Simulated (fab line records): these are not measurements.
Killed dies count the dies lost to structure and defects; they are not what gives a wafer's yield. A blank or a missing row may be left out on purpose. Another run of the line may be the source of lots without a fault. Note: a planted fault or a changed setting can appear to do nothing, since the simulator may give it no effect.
Matching of chambers || flow sfqLine || SFQ_TRILAYER_A5B_CMP_CMP_130 on cmp-01 has 4 sister chambers
The step polishes, stops on Nb, target thk 340.7 nm. 8 wafers are shown with their chamber, then 8 later ones without.

## WAFERS PAIRED WITH THEIR CHAMBERS
{"wafer": "L412.6", "chamber": 3, "motorCurrentA (A)": 11.2}
{"wafer": "L421.1", "chamber": 3, "motorCurrentA (A)": 10.6}
{"wafer": "L421.6", "chamber": 1, "motorCurrentA (A)": 12.5}
{"wafer": "L422.4", "chamber": 2, "motorCurrentA (A)": 11.2}
{"wafer": "L424.2", "chamber": 1, "motorCurrentA (A)": 12.2}
{"wafer": "L424.3", "chamber": 0, "motorCurrentA (A)": 11.0}
{"wafer": "L424.6", "chamber": 2, "motorCurrentA (A)": 11.0}
{"wafer": "L428.1", "chamber": 0, "motorCurrentA (A)": 10.7}

## WAFERS WITHOUT THEIR CHAMBER
{"wafer": "L428.3", "motorCurrentA (A)": 11.3}
{"wafer": "L428.6", "motorCurrentA (A)": 11.2}
{"wafer": "L429.1", "motorCurrentA (A)": 10.7}
{"wafer": "L429.3", "motorCurrentA (A)": 11.5}
{"wafer": "L429.4", "motorCurrentA (A)": 12.7}
{"wafer": "L430.1", "motorCurrentA (A)": 10.6}
{"wafer": "L430.2", "motorCurrentA (A)": 10.6}
{"wafer": "L430.4", "motorCurrentA (A)": 13.1}

## EACH ONE'S CHAMBER
{"wafer": "L428.3", "from the rows above": "can't be placed: 2 or 3 or 0", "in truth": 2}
{"wafer": "L428.6", "from the rows above": "can't be placed: 2 or 3 or 0", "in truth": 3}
{"wafer": "L429.1", "from the rows above": "can't be placed: 0 or 3 or 2", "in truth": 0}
{"wafer": "L429.3", "from the rows above": "can't be placed: 2 or 3 or 0 or 1", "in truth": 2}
{"wafer": "L429.4", "from the rows above": 1, "in truth": 1}
{"wafer": "L430.1", "from the rows above": "can't be placed: 0 or 3 or 2", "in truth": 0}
{"wafer": "L430.2", "from the rows above": "can't be placed: 0 or 3 or 2", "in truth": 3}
{"wafer": "L430.4", "from the rows above": 1, "in truth": 1}
Correct placement for 2 of the 8. Cannot be placed on the basis of these rows: 6; the candidates contain the true chamber in 6. 0 placed wrongly.
How it was worked out, from the rows above alone: a wafer's distance from a chamber is the root of the sum, over the readings, of the square of ((its reading less the chamber's mean) divided by the reading's scatter). The wafer belongs to the nearest chamber; if the next one is less than 2 further off, it can't be placed. The mean given for a chamber averages the wafers shown for that chamber. The scatter is the square root of a quotient: the sum, over the shown wafers, of each reading's squared deviation from its chamber's mean, divided by wafers minus chambers.
